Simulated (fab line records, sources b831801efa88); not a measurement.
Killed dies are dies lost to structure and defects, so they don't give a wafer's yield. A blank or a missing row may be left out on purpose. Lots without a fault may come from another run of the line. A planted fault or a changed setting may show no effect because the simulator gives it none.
fab line records | flow sky130
record lots=13 wafers=39 last_day=50
route steps=708 shown VT_ADJUST_LVTN@110 VT_ADJUST_HVTR@138 VT_ADJUST_PCH@152
lots that met no fault: from a run of the same line without faults
start_h: hours from the record's first day to the start of the lot's first wafer shown | wait_h: hours since the lot's step before | " the same as in the row above | L1.1+2: a row that stands for several wafers | - no value, or no start given | * or withheld: withheld | < > ~ a bound
route shown NAME@n: a module of which the file shows steps, and the number in the route of the first | usual: mean/standard deviation of fault-free wafers | same: alike in all rows | chamber/n: place in a boat | sites: the reading at each site | _std_site: their standard deviation | _edge_site: outer sites' mean less inner sites' | radius_mm: how far each site lies from the wafer's centre | mask NAME#n: copy n | behind: the tool/chamber that last shaped the wafer | hold: why the lot was held/for how many hours/how that ended | device: the transistor (n, p or np) that didn't switch | end of line: the same wafers' tests at the end of the route | a step without rows: its recipe alone | killed: dies lost to structure and defects at the first sort, not the wafer's yield | map: a wafer's dies, x killed, . not, _ none there
set.NAME: the setting as run; set.NAME@STEP: as run at that earlier step | model.NAME: the simulator's own value behind a step, which no gauge read
steps of the route over a sample of lots; a table a step, a row a wafer
services: from which hour (start_h, from the record's first day; less than 0 if before it) a tool's chamber was out of use, for how many hours, and why
## steps
# step SKY_VT_ADJUST_LVTN_COAT_13
# recipe resist=NOVOLAK spin_rpm=3000 resist_thk_nm=1140
# columns lot.wafer tool chamber start_h wait_h
L586.3+5+6 litho_track-04 0 161.11 0.1
L587.2+4+6 litho_track-04 0 163.29 0.1
L590.1+3+4 litho_track-01 0 194.34 0.1
L592.1+2+4 litho_track-04 0 201.61 0.1
L593.2+4+6 litho_track-04 0 206.14 0.1
L594.3+4+5 litho_track-01 0 212.29 0.1
L595.3+4+5 litho_track-02 0 216.51 0.1
L597.4+5+6 litho_track-01 0 231.71 0.1
L598.1+4+6 litho_track-01 0 236.04 0.1
L602.2+3+5 litho_track-01 0 264.01 0.1
L604.2+4+6 litho_track-04 0 279.84 0.1
L607.1+3+4 litho_track-01 0 295.69 0.1
L608.2+3+6 litho_track-02 0 303.19 0.1
# step SKY_VT_ADJUST_LVTN_STRIP_20
# recipe chemistry=O2/N2 power_w=1400 pressure_mtorr=1500 platen_temp_c=withheld o2_flow_sccm=3000 n2_flow_sccm=300 overash_fraction=0.5
# usual drypump_motor_current_A=5.9/0.46 oes_product_au=0.716/0.0051 strip_time_to_endpoint_s=14.19/0.052
# columns lot.wafer tool chamber start_h wait_h drypump_motor_current_A oes_product_au rf_hours_counter_h strip_time_to_endpoint_s
L586.3 plasma_asher-03 1 171.73 0.1 6.1 0.724 - 14.17
L586.5 " 0 " " 6.0 0.715 - 14.18
L586.6 " 1 " " 6.0 0.723 - 14.19
L587.2 plasma_asher-04 0 174.25 0.1 6.3 0.704 5 14.21
L587.4 " 1 " " 4.9 0.719 - 14.22
L587.6 " 0 " " 6.3 0.713 - 14.23
L590.1 plasma_asher-03 0 204.75 0.1 6.0 0.706 40 14.21
L590.3 " 0 " " 6.0 0.708 - 14.22
L590.4 " 1 " " 6.0 0.721 - 14.23
L592.1 plasma_asher-03 0 211.70 0.1 6.0 0.721 41 14.20
L592.2 " 1 " " 6.1 0.709 41 14.17
L592.4 " 1 " " 6.1 0.710 - 14.17
L593.2 plasma_asher-03 1 216.87 0.1 6.0 0.711 41 14.16
L593.4 " 1 " " 6.0 0.720 - 14.24
L593.6 " 0 " " 6.0 0.716 - 14.26
L594.3 plasma_asher-03 0 224.21 0.1 6.0 0.709 - 14.17
L594.4 " 1 " " 6.0 0.717 - 14.18
L594.5 " 0 " " 6.0 0.719 - 14.19
L595.3 plasma_asher-02 0 227.66 0.1 5.8 0.722 - 14.13
L595.4 " 1 " " 6.4 0.721 - 14.12
L595.5 " 1 " " 6.4 0.711 - 14.11
L597.4 plasma_asher-04 1 243.58 0.1 4.9 0.712 - 14.16
L597.5 " 0 " " 6.3 0.721 - 14.23
L597.6 " 1 " " 4.9 0.721 - 14.18
L598.1 plasma_asher-02 1 248.25 0.1 6.4 0.719 55 14.13
L598.4 " 1 " " 6.5 0.711 - 14.13
L598.6 " 0 " " 5.8 0.720 - 14.13
L602.2 plasma_asher-04 1 276.67 0.1 5.0 0.713 15 14.99
L602.3 " 0 " " 6.4 0.717 - 15.00
L602.5 " 0 " " 6.3 0.717 - 14.96
L604.2 plasma_asher-03 1 292.32 0.1 6.0 0.715 48 14.22
L604.4 " 1 " " 6.1 0.722 - 14.20
L604.6 " 1 " " 6.1 0.720 - 14.29
L607.1 plasma_asher-04 1 308.60 0.1 5.0 0.718 18 15.01
L607.3 " 1 " " 5.0 0.716 - 15.03
L607.4 " 0 " " 6.3 0.714 - 15.06
L608.2 plasma_asher-04 0 316.20 0.1 6.4 0.712 19 14.23
L608.3 " 0 " " 6.3 0.719 - 14.19
L608.6 " 1 " " 5.0 0.715 - 14.20
# step SKY_VT_ADJUST_HVTR_CD_MEAS_07
# recipe target_cd_nm=380
# usual cd_nm=380.4/2.7
# columns lot.wafer tool chamber start_h wait_h cd_nm
L586.3 cd_sem-02 - 212.15 0.1 383.4
L586.5 " - " " 384.6
L586.6 " - " " 383.5
L587.2 cd_sem-01 - 215.78 0.1 385.1
L587.4 " - " " 385.9
L587.6 " - " " 383.1
L590.1 cd_sem-01 - 248.36 0.1 380.6
L590.3 " - " " 378.1
L590.4 " - " " 379.6
L592.1 cd_sem-02 - 256.16 0.1 381.0
L592.2 " - " " 381.5
L592.4 " - " " 382.2
L593.2 cd_sem-02 - 262.26 0.1 377.3
L593.4 " - " " 377.9
L593.6 " - " " 376.5
L594.3 cd_sem-01 - 270.80 0.1 385.7
L594.4 " - " " 384.6
L594.5 " - " " 382.3
L595.3 cd_sem-02 - 274.90 0.1 378.4
L595.4 " - " " 378.3
L595.5 " - " " 380.0
L597.4 cd_sem-01 - 292.57 0.1 377.6
L597.5 " - " " 377.1
L597.6 " - " " 377.2
L598.1 cd_sem-01 - 297.94 0.1 379.8
L598.4 " - " " 382.8
L598.6 " - " " 381.1
L602.2 cd_sem-01 - 327.13 0.1 379.3
L602.3 " - " " 379.4
L602.5 " - " " 382.5
L604.2 cd_sem-01 - 344.86 0.1 376.3
L604.4 " - " " 375.0
L604.6 " - " " 379.7
L607.1 cd_sem-02 - 363.36 0.1 381.0
L607.3 " - " " 380.8
L607.4 " - " " 380.5
L608.2 cd_sem-02 - 371.01 0.1 374.9
L608.3 " - " " 377.2
L608.6 " - " " 375.6
# step SKY_VT_ADJUST_HVTR_TW_MEAS_11
# usual VT_ADJUST_HVTR_TW=210.4/1.3
# columns lot.wafer tool chamber start_h wait_h VT_ADJUST_HVTR_TW
L586.3 film_metro-03 - 212.54 0.1 213.6
L586.5 " - " " 212.6
L586.6 " - " " 214.7
L587.2 film_metro-04 - 216.18 0.1 209.8
L587.4 " - " " 210.0
L587.6 " - " " 210.3
L590.1 film_metro-04 - 248.77 0.1 210.8
L590.3 " - " " 210.8
L590.4 " - " " 210.6
L592.1 film_metro-03 - 256.57 0.1 211.9
L592.2 " - " " 211.5
L592.4 " - " " 211.1
L593.2 film_metro-03 - 262.65 0.1 211.5
L593.4 " - " " 210.6
L593.6 " - " " 211.9
L594.3 film_metro-03 - 271.19 0.1 212.7
L594.4 " - " " 211.9
L594.5 " - " " 213.4
L595.3 film_metro-04 - 275.29 0.1 209.9
L595.4 " - " " 208.6
L595.5 " - " " 208.6
L597.4 film_metro-04 - 292.95 0.1 207.5
L597.5 " - " " 208.7
L597.6 " - " " 209.3
L598.1 film_metro-01 - 298.34 0.1 211.3
L598.4 " - " " 211.6
L598.6 " - " " 211.4
L602.2 film_metro-01 - 327.53 0.1 209.1
L602.3 " - " " 210.0
L602.5 " - " " 210.2
L604.2 film_metro-01 - 345.25 0.1 210.8
L604.4 " - " " 211.4
L604.6 " - " " 212.1
L607.1 film_metro-04 - 363.77 0.1 210.1
L607.3 " - " " 209.1
L607.4 " - " " 209.2
L608.2 film_metro-01 - 371.40 0.1 210.6
L608.3 " - " " 210.6
L608.6 " - " " 210.1
# step SKY_VT_ADJUST_PCH_STRIP_09
# recipe chemistry=O2/N2 power_w=1400 pressure_mtorr=1500 platen_temp_c=withheld o2_flow_sccm=3000 n2_flow_sccm=300 overash_fraction=0.5
# usual drypump_motor_current_A=5.6/0.58 oes_product_au=0.722/0.0046 strip_time_to_endpoint_s=36.93/0.087
# columns lot.wafer tool chamber start_h wait_h drypump_motor_current_A oes_product_au rf_hours_counter_h strip_time_to_endpoint_s
L586.3 plasma_asher-03 0 234.66 0.1 6.0 0.726 - 36.70
L586.5 " 0 " " 6.0 0.715 - 36.89
L586.6 " 1 " " 6.0 0.718 - 36.87
L587.2 plasma_asher-01 1 238.12 0.1 5.0 0.724 57 37.05
L587.4 " 1 " " 5.0 0.721 - 37.00
L587.6 " 0 " " 4.8 0.723 - 36.93
L590.1 plasma_asher-03 0 272.75 0.1 6.0 0.718 47 36.94
L590.3 " 1 " " 6.0 0.720 - 36.79
L590.4 " 0 " " 6.0 0.723 - 36.87
L592.1 plasma_asher-04 1 281.02 0.1 4.9 0.711 16 37.10
L592.2 " 0 " " 6.3 0.720 16 37.05
L592.4 " 0 " " 6.4 0.716 - 37.09
L593.2 plasma_asher-01 1 287.70 0.1 5.0 0.725 62 36.83
L593.4 " 0 " " 4.8 0.723 - 36.99
L593.6 " 0 " " 4.8 0.723 - 37.08
L594.3 plasma_asher-03 1 296.56 0.1 6.0 0.723 - 37.01
L594.4 " 0 " " 6.0 0.720 - 37.00
L594.5 " 0 " " 6.0 0.739 - 37.02
L595.3 plasma_asher-04 1 300.73 0.1 4.9 0.725 - 36.92
L595.4 " 0 " " 6.4 0.716 - 36.89
L595.5 " 1 " " 5.0 0.719 - 36.95
L597.4 plasma_asher-03 1 318.98 0.1 6.0 0.721 - 36.75
L597.5 " 0 " " 6.0 0.727 - 36.68
L597.6 " 1 " " 6.0 0.724 - 36.79
L598.1 plasma_asher-01 0 324.87 0.1 4.8 0.719 65 36.97
L598.4 " 0 " " 4.8 0.721 - 37.05
L598.6 " 1 " " 5.0 0.717 - 36.97
L602.2 plasma_asher-03 0 355.15 0.1 6.0 0.725 54 36.84
L602.3 " 0 " " 6.0 0.718 - 36.95
L602.5 " 0 " " 6.0 0.719 - 36.80
L604.2 plasma_asher-03 0 373.85 0.1 6.0 0.717 56 36.83
L604.4 " 0 " " 6.0 0.730 - 36.83
L604.6 " 1 " " 6.1 0.725 - 36.83
L607.1 plasma_asher-04 0 392.30 0.1 6.4 0.718 26 36.88
L607.3 " 0 " " 6.3 0.724 - 36.88
L607.4 " 1 " " 4.9 0.722 - 36.90
L608.2 plasma_asher-01 1 401.05 0.1 5.0 0.723 72 36.90
L608.3 " 0 " " 4.8 0.717 - 36.85
L608.6 " 1 " " 5.0 0.725 - 36.75
## services
# columns tool chamber start_h hours kind
plasma_asher-02 - 139.60 2.8 repair
plasma_asher-02 - 167.38 2.8 pm
plasma_asher-04 - 189.91 2.8 pm
plasma_asher-03 - 262.71 1.7 repair
plasma_asher-03 - 284.07 2.2 repair
plasma_asher-04 - 302.79 4.4 repair
plasma_asher-01 - 346.80 8.8 repair
## key
first_sign step=SKY_VT_ADJUST_LVTN_STRIP_20 reading=strip_time_to_endpoint_s direction=up sigmas=16 usual=* struck=*
effect none on later readings
met_at SKY_VT_ADJUST_LVTN_COAT_13
struck_lots L602,L607
tester_left_out L602,L607
not_acting_at SKY_VT_ADJUST_HVTR_CD_MEAS_07,SKY_VT_ADJUST_HVTR_TW_MEAS_11,SKY_VT_ADJUST_PCH_STRIP_09
onset_between 236.04 264.01
fault kind=process_parameter_drift tool=litho_track-01 chamber=- onset_h=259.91 steps=SKY_VT_ADJUST_LVTN_COAT_13 channel=resist_thk_nm offset=71.027 shape=step end_h=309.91 acts_in=these_recipes_only stated=1140
# tester_left_out: of these lots the tester's yield and bins aren't shown, on N5 and GAA mostly nor the transistor test; their killed dies are dies lost to structure and defects alone, not to doping, threshold or leakage, so they don't give the yield
